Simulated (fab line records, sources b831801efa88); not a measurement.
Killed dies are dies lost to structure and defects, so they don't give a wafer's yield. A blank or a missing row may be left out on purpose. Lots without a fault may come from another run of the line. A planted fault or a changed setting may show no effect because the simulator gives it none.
Chamber matching | flow gf180mcu | GF_V4_CMP_04 on cmp-02: 4 sister chambers
The step polishes SiO2. 4 wafers are shown with their chamber, then 10 later ones without.

WAFERS WITH THEIR CHAMBER
wafer  | chamber | motor_current_A (A)
L082.5 | 1       | 13.3
L083.3 | 0       | 12.8
L088.2 | 2       | 10.1
L088.5 | 3       | 11.7

WAFERS WITHOUT THEIR CHAMBER
wafer  | motor_current_A (A)
L088.6 | 12.7
L090.2 | 13.7
L090.3 | 10.8
L090.4 | 11.9
L095.2 | 14.6
L095.3 | 12.9
L095.4 | 9.7
L096.3 | 13.1
L096.4 | 12.2
L096.5 | 12.0

WHICH CHAMBER EACH WENT THROUGH
wafer  | from the rows above          | in truth
L088.6 | can't be placed: 0 or 1 or 3 | 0
L090.2 | can't be placed: 1 or 0      | 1
L090.3 | can't be placed: 2 or 3      | 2
L090.4 | can't be placed: 3 or 0      | 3
L095.2 | can't be placed: 1 or 0      | 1
L095.3 | can't be placed: 0 or 1      | 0
L095.4 | 2                            | 2
L096.3 | can't be placed: 1 or 0      | 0
L096.4 | can't be placed: 3 or 0 or 1 | 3
L096.5 | can't be placed: 3 or 0 or 1 | 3
Placed correctly: 1 of 10. Can't be placed from these rows: 9 (the true chamber is among the candidates in 9). Placed wrongly: 0.
How it was worked out, from the rows above alone: a wafer's distance from a chamber is the root of the sum, over the readings, of the square of ((its reading less the chamber's mean) divided by the reading's scatter). The wafer belongs to the nearest chamber; if the next one is less than 2 further off, it can't be placed. A chamber's mean is the mean of its shown wafers. The scatter: with one shown wafer a chamber, the root of the mean of the squares of how far each hidden wafer lies from its nearest shown one.
